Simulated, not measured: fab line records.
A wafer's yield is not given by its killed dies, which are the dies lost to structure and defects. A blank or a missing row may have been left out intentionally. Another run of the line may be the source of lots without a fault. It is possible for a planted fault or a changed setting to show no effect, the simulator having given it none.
Which tool did it? / flow sky130 / Sampling: 10 lots, 30 wafers, 3 of 708 route steps

== WHAT EACH GAUGE READ, for each wafer ==
SKY_LDD_N_TW_MEAS_17.
lot=L998; measured=day 17 14:38; on=film-metro-04; LDD_N_TW=2598 2592 2592
lot=L100; measured=day 18 17:18; on=film-metro-04; LDD_N_TW=2590 2587 2593
lot=L102; measured=day 19 09:52; on=film-metro-04; LDD_N_TW=2604 2601 2611
lot=L104; measured=day 20 09:16; on=film-metro-02; LDD_N_TW=2638 2653 2646
lot=L107; measured=day 21 09:06; on=film-metro-02; LDD_N_TW=2551 2555 2554
lot=L109; measured=day 22 00:16; on=film-metro-03; LDD_N_TW=2571 2564 2568
lot=L112; measured=day 22 23:49; on=film-metro-03; LDD_N_TW=2485 2488 2508
lot=L118; measured=day 25 02:30; on=film-metro-02; LDD_N_TW=2626 2621 2630
lot=L120; measured=day 25 16:37; on=film-metro-03; LDD_N_TW=2590 2598 2584
lot=L121; measured=day 25 21:02; on=film-metro-04; LDD_N_TW=2604 2593 2603

== WHICH TOOL RAN EACH LOT (tool, then ch and the chambers of the sampled wafers, then the start) ==
lot=L998; SKY_LDD_N_IMPLANT_09=implanter-01 ch 0, day 17 13:29; SKY_LDD_N_STRIP_16=plasma-asher-01 ch 0,1, day 17 14:32
lot=L100; SKY_LDD_N_IMPLANT_09=implanter-03 ch 0, day 18 16:10; SKY_LDD_N_STRIP_16=plasma-asher-02 ch 0,1, day 18 17:11
lot=L102; SKY_LDD_N_IMPLANT_09=implanter-03 ch 0, day 19 08:43; SKY_LDD_N_STRIP_16=plasma-asher-04 ch 0,1, day 19 09:45
lot=L104; SKY_LDD_N_IMPLANT_09=implanter-03 ch 0, day 20 08:08; SKY_LDD_N_STRIP_16=plasma-asher-01 ch 0,1, day 20 09:10
lot=L107; SKY_LDD_N_IMPLANT_09=implanter-03 ch 0, day 21 07:57; SKY_LDD_N_STRIP_16=plasma-asher-01 ch 1, day 21 09:00
lot=L109; SKY_LDD_N_IMPLANT_09=implanter-01 ch 0, day 21 23:09; SKY_LDD_N_STRIP_16=plasma-asher-02 ch 0,1, day 22 00:11
lot=L112; SKY_LDD_N_IMPLANT_09=implanter-03 ch 0, day 22 22:40; SKY_LDD_N_STRIP_16=plasma-asher-01 ch 0,1, day 22 23:42
lot=L118; SKY_LDD_N_IMPLANT_09=implanter-04 ch 0, day 25 01:21; SKY_LDD_N_STRIP_16=plasma-asher-02 ch 0,1, day 25 02:24
lot=L120; SKY_LDD_N_IMPLANT_09=implanter-03 ch 0, day 25 15:28; SKY_LDD_N_STRIP_16=plasma-asher-02 ch 0,1, day 25 16:30
lot=L121; SKY_LDD_N_IMPLANT_09=implanter-03 ch 0, day 25 19:53; SKY_LDD_N_STRIP_16=plasma-asher-02 ch 0,1, day 25 20:56
- SKY_LDD_N_IMPLANT_09
- SKY_LDD_N_STRIP_16: strips in O2/N2.

== THE ANSWER, worked out from the rows above alone ==
Rule: the lots themselves supply what counts as usual. The widest of any qualifying gaps counts: lots, ordered by their means at a reading, are off when they make up no more than a third of the lots, leave a main group of 4 or more, and stand apart from it by 3 or more times the standard deviation of that group's means. If all means in a main group match to the digits the tables above print for the reading, that group is not used. A lot without any number at a reading at which 4 lots or more have one is off too. Any other lot the step has rows for is counted as sound.
Nothing can be told from this: no lot is off at any reading shown.

== WHAT THE SIMULATOR PUT IN ==
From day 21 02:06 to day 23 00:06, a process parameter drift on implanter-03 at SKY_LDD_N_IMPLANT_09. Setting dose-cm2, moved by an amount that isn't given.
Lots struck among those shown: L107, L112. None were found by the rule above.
